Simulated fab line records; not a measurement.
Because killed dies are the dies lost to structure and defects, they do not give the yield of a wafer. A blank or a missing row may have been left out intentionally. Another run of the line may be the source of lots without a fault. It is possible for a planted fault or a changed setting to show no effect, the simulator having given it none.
Which of the tools did it? -- flow sky130 -- 18 wafers from 6 lots sampled at 2 of the route's 708 steps

== WHAT EACH GAUGE READ, for each wafer ==
SKY_METAL1_CD_MEAS_15 targets a cd of 140 nm.
lot,measured,on,cd nm (nm)
L517,day 33 04:05,cd sem-02,144.0 142.9 143.6
L520,day 34 02:54,cd sem-02,137.7 136.8 136.8
L522,day 35 18:49,cd sem-02,139.8 138.8 139.2
L529,day 37 21:05,cd sem-02,140.4 139.0 141.1
L535,day 38 20:45,cd sem-01,139.0 138.3 138.2
L539,day 40 04:11,cd sem-01,136.7 135.5 136.7

== WHAT TOOL EACH LOT RAN ON (gives the tool, then ch and the chambers of the sampled wafers, and finally the start) ==
lot,SKY_METAL1_SPUTTER_03
L517,"pvd sputter-01, day 32 00:55"
L520,"pvd sputter-01, day 33 00:11"
L522,"pvd sputter-03, day 34 15:20"
L529,"pvd sputter-01, day 36 19:02"
L535,"pvd sputter-01, day 37 18:54"
L539,"pvd sputter-03, day 39 03:45"
- SKY_METAL1_SPUTTER_03: material Ti, target thk 5 nm, time 3.3 s.

== THE ANSWER, worked out from the rows above alone ==
Rule: usual is defined by the lots themselves. Put in order of their means at a reading, lots are off if they are a third of the lots or fewer, leave a main group of 4 or more, and stand apart from it by a gap of 3 or more times the standard deviation of the main group's means; of several such gaps the widest counts. Not used: any main group whose means are identical at the precision the tables above print for the reading. A lot without any number at a reading at which 4 lots or more have one is off too. All remaining lots with rows at the step are treated as sound.
Across all readings shown, no lot is off: no conclusion can be drawn from this.

== WHAT WAS PUT IN BY THE SIMULATOR ==
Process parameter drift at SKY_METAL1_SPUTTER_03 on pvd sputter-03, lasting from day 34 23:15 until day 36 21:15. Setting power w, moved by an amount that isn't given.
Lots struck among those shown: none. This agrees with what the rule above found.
